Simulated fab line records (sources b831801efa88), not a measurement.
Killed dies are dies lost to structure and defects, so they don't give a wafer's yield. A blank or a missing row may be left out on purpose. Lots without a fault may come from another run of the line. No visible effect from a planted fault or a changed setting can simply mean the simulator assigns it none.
Struck lot and sound lot, side by side	flow sky130	14 out of 708 route steps
Sound: wafers L326.1, L326.4, L326.6. The struck wafers were L333.1, L333.3, L333.6. The cause is given at the end.
Per side, at each step with rows, come the tool, then ch with its chambers, and then its first start. Under that, the readings that differ: sound wafers	struck wafers	difference of the means	sigmas: that difference in standard deviations of wafers without a fault.
alike: words and numbers the same on both sides, and readings whose means are apart by under 2 such deviations; not compared: readings that were withheld, readings missing a value for some wafer, numbers with overlapping values and no deviation given by the record, and bounds like >300 which may hide the same value.
Wherever a step has rows on one side only, a row that says differs or no value, or a row with sigmas, the two part there. Numbers that have no deviation but don't overlap get no sigmas and don't part them. A reading that every wafer of one side lacks parts them only if that side has two wafers or more.

SKY_METAL1_SPUTTER_01: material TiN, target thk 20 nm, time 16.7 s.
  sound on pvd_sputter-01 at day 31 11:17; struck on pvd_sputter-03 at day 34 03:02
  alike: chamber_pressure_pa, throttle_valve_pct
SKY_METAL1_SPUTTER_02: material AlCu, target thk 250 nm, time 13.3 s.
  sound on pvd_sputter-01 at day 31 11:19; struck on pvd_sputter-03 at day 34 03:03
  alike: chamber_pressure_pa, throttle_valve_pct
SKY_METAL1_SPUTTER_03: material Ti, target thk 5 nm, time 3.3 s.
  sound on pvd_sputter-01 at day 31 11:20; struck on pvd_sputter-03 at day 34 03:05
  alike: chamber_pressure_pa, throttle_valve_pct
SKY_METAL1_SPUTTER_04: material TiN, target thk 70 nm, time 58.3 s.
  sound on pvd_sputter-01 at day 31 11:22; struck on pvd_sputter-03 at day 34 03:05
  alike: chamber_pressure_pa, throttle_valve_pct
SKY_METAL1_RS_MEAS_05: measurement is done with a four-point probe.
  sound on film_metro-04 at day 31 11:25; struck on film_metro-02 at day 34 03:08
  alike: METAL1_ALCU_RS
SKY_METAL1_THK_MEAS_06: measures by xrf.
  sound on film_metro-04 at day 31 11:32; struck on film_metro-02 at day 34 03:16
reading	sound	struck	difference	sigmas
METAL1_ALCU_THK (nm)	255 252 258	247 246 251	-7	-2
then, 6 steps without rows for these wafers: SKY_METAL1_DEHYDRATE_07 (time 60 s); SKY_METAL1_HMDS_08 (prime time 60 s); SKY_METAL1_COAT_09 (resist thk 60 nm); SKY_METAL1_COAT_10 (resist thk 450 nm); SKY_METAL1_SOFTBAKE_11 (time 90 s); SKY_METAL1_EXPOSE_12 (exposes mask MM1, target cd 140 nm).
SKY_METAL1_PEB_13:
  struck on litho_track-03, day 35 04:00; sound on litho_track-03 ch 0, day 32 14:00
reading	sound	struck	difference	sigmas
exhaust_pa (Pa)	45.0 45.3 47.0	- - -	no value on the struck wafers	
  not compared: chill_plate_temp_C
then, 1 step without rows for these wafers: SKY_METAL1_DEVELOP_14 (develop time 60 s).

## WHERE THEY PART
First at SKY_METAL1_THK_MEAS_06; last, within this record, at SKY_METAL1_PEB_13.

WHY: what the simulator had put in
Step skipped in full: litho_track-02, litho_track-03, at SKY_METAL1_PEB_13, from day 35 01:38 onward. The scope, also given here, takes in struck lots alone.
